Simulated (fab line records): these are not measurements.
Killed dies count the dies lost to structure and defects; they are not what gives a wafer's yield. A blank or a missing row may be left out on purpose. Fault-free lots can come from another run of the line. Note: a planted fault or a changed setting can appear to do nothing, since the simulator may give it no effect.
8D (eight disciplines) problem report, filled in by code :: flow sky130 :: the parts of the form that need people (team, actions taken, sign-off) are left out

1. PROBLEM STATEMENT
Mean LDD_LDN_TW at SKY_LDD_LDN_TW_MEAS_13: 1413 over 6 wafers in 2 lots; fault-free wafers: 1484, standard deviation 11. Relative to the usual mean, that is a shift of -6.4 standard deviations.
First seen on wafer L513.1, day 28 04:39, on film_metro-03. The record holds 33 wafers of 11 lots with a number at this step. The rule behind "out" and "out of limits": a value lying over 4 standard deviations away from the usual mean. Any other wafer with a number is counted as sound.

2. WHAT IT IS; WHAT IT IS NOT
question: which readings at this step
is: LDD_LDN_TW
is not: -

question: which lots
is: L513, L514
is not: L499, L500, L501, L502, L504, L519, L520, L521, L522

question: which wafers of those lots
is: all that have a number
is not: -

question: read on which gauges
is: film_metro-02, film_metro-03
is not: film_metro-01

question: when
is: from day 28 04:39
is not: up to then (15 sound wafers); but 12 sound wafers of L519, L520, L521, L522 came after

3. WHAT RULES OUT EACH SUSPECT
Counting: a tool at any process step up to the reading remains a suspect when it ran all the lots that are out and ran no sound lot after the first of those.
- ruled out: the gauge at SKY_LDD_LDN_TW_MEAS_13. 2 gauges (film_metro-02, film_metro-03) read the wafers that are out.
- plasma_asher-02 at SKY_NWELL_STRIP_14 (strips in O2/N2): ruled out as a lasting fault. After its first lot that is out, L513 (day 8 04:40), sound lots L521, L522 ran on it.
- implanter-02 at SKY_LDD_LDN_IMPLANT_11: kept. It processed each lot that is out, first L513 at day 28 04:24, and no sound lot thereafter; up to then, the last sound lot it processed was L502 at day 23 22:01. On those wafers its own readings are out: dose_ions_cm2, faraday_current_uA.
The count leaves implanter-02 at SKY_LDD_LDN_IMPLANT_11.

4. THE CAUSE (what the simulator had put in)
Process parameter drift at SKY_LDD_LDN_IMPLANT_11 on implanter-02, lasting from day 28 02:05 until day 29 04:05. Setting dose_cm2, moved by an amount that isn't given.
After counting, this tool was the only one left.

5. SEQUENCE OF EFFECTS, ordered by route
Each row: a reading where the mean over the struck wafers with a number is more than 3 standard deviations away from the usual. Only readings for which the record gives a usual standard deviation are gone through. hours: the time from each lot's start at the first step in this table that gives one to its start at this step, as a median over the lots. sigmas: the change in usual standard deviations.
hours: 0
step: SKY_LDD_LDN_IMPLANT_11
reading: dose_ions_cm2
usual: 1.2499e+13
on struck wafers: 5.0902e+12
change: -7.4088e+12
sigmas: -99 or more

hours: 0
step: SKY_LDD_LDN_IMPLANT_11
reading: faraday_current_uA
usual: 70.5
on struck wafers: 28.8
change: -41.7
sigmas: -35

hours: 0
step: SKY_LDD_LDN_TW_MEAS_13
reading: LDD_LDN_TW
usual: 1484
on struck wafers: 1413
change: -71
sigmas: -6.4
The process steps in it:
- SKY_LDD_LDN_IMPLANT_11

6. WHAT WOULD HAVE CAUGHT IT SOONER
3 hours passed between the start of the fault at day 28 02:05 and the first reading out of limits at a measuring or inspecting step in this record, taken at day 28 04:39.
Tool's own readings at SKY_LDD_LDN_IMPLANT_11, dose_ions_cm2, faraday_current_uA: out on all struck wafers the step has rows for; an alarm limit on them would have tripped on the first.
Of the lots that are out (2), L514 began SKY_LDD_LDN_IMPLANT_11 on implanter-02 after day 28 04:39. Holding the tool at that time would have saved it.
